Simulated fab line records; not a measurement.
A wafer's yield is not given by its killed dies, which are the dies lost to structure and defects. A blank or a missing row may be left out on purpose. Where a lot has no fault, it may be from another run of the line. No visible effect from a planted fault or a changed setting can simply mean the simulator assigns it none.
A lot that was struck, set against a sound lot | flow sfq-line | 14 steps out of a route of 325
Sound: the wafers L872.3, L872.4, L872.5. Wafers L863.1, L863.2, L863.3 were the ones struck. The cause comes at the end.
Order at every step that has rows: each side's tool, ch and its chambers, its first start. Under that, the readings that differ: sound wafers | struck wafers | difference of the means | sigmas: that difference in standard deviations of wafers without a fault.
alike: same words and numbers on both sides, and readings whose means sit less than 2 such deviations apart. not compared: any withheld reading, any reading some wafer has no value for, any bound like >300 that may hide the same value, and any number with overlapping values for which the record gives no deviation.
A row with sigmas, a row that says differs or no value, or rows on one side alone: a step with any of these is where the two part. Numbers that don't overlap but have no deviation are shown without sigmas and don't part them. Lack of a reading on every wafer of one side parts them only where that side has two or more wafers.

SFQ_TRILAYER_I4_DEP_PECVD_099: deposits SiO2 from SiH4/N2O, time 111.11 s, target thk 500 nm.
  sound on pecvd-03 ch 0,2, day 41 14:22; struck on pecvd-03 ch 0,1,2, day 34 05:10
  reading                | sound          | struck         | difference | sigmas
  throttle-valve-pct (%) | 22.4 22.4 25.1 | 26.1 26.6 29.1 | +4.0       | +2
  alike: heater-power-w, showerhead-vpp-V
SFQ_TRILAYER_I4_CMP_CMP_100: polishes SiO2.
  sound on cmp-01 ch 1,2, day 41 19:44; struck on cmp-01 ch 0,2,3, day 35 04:05
  alike: motor-current-A, time-to-endpoint-s
SFQ_I4_BOW_MEAS_927:
  sound: film-metro-02 at day 41 22:47; struck: film-metro-03 at day 35 06:35
  reading     | sound    | struck     | difference | sigmas
  I4_BOW (um) | 21 19 14 | -1 -14 -10 | -26        | -2
SFQ_TRILAYER_I4_METRO_MEASURE_101:
  sound: film-metro-02 at day 41 23:16; struck: film-metro-03 at day 35 06:43
  alike: thk-nm
then, 6 steps without rows for these wafers: SFQ_TRILAYER_I4_VIA_LITHO_COAT_108 (resist thk 62.37 nm); SFQ_TRILAYER_I4_VIA_LITHO_COAT_103 (resist thk 650 nm); SFQ_TRILAYER_I4_VIA_LITHO_SOFTBAKE_107; SFQ_TRILAYER_I4_VIA_LITHO_EXPOSE_104 (exposes mask I4, target cd 700 nm); SFQ_TRILAYER_I4_VIA_LITHO_PEB_106 (peb time 60 s); SFQ_TRILAYER_I4_VIA_LITHO_DEVELOP_105 (time 60 s).
-- the record jumps here: 3 days lie between the struck wafers' starts before and after --
SFQ_I4_OVL_MEAS_928:
  sound: overlay-01 at day 42 11:28; struck: overlay-02 at day 38 08:55
  alike: I4_OVL
SFQ_TRILAYER_I4_VIA_BARC_OPEN_VIA_ETCH_146: etches BARC in O2, target depth 125 nm, time 41.7 s.
  sound on rie-diel-04 ch 0,3, day 42 11:29; struck on rie-diel-03 ch 0,1,3, day 38 08:57
  alike: bias-w, drypump-motor-current-A, oes-product-au
  not compared: rf-hours-counter-h
SFQ_TRILAYER_I4_VIA_ETCH_VIA_ETCH_106: etches SiO2 in CHF3, stops on Nb, target depth 260 nm.
  sound on rie-diel-04 ch 0,3, day 42 11:32; struck on rie-diel-03 ch 0,1,3, day 38 08:59
  reading                                             | sound             | struck            | difference | sigmas
  bias-w (W)                                          | 79.95 79.91 79.89 | 93.71 93.54 94.30 | +13.93     | +61
  model.Nb_of_TRILAYER_M4_DEP_SPUTTER_091.thk-nm (nm) | 203 201.3 202.5   | 197.6 196.9 198.4 | -4.6       |
  alike: drypump-motor-current-A, oes-product-au
SFQ_TRILAYER_I4_VIA_STRIP_STRIP_107: strips in O2.
  sound on rie-metal-01 ch 0,1, day 42 11:50; struck on rie-metal-01 ch 0,1, day 38 09:07
  alike: drypump-motor-current-A, oes-product-au
  not compared: rf-hours-counter-h

== WHERE THEY PART ==
First at SFQ_TRILAYER_I4_DEP_PECVD_099; last, within this record, at SFQ_TRILAYER_I4_VIA_ETCH_VIA_ETCH_106. Later steps at which nothing parts them and some readings are alike: SFQ_TRILAYER_I4_VIA_STRIP_STRIP_107.

WHY: whatever the simulator had introduced
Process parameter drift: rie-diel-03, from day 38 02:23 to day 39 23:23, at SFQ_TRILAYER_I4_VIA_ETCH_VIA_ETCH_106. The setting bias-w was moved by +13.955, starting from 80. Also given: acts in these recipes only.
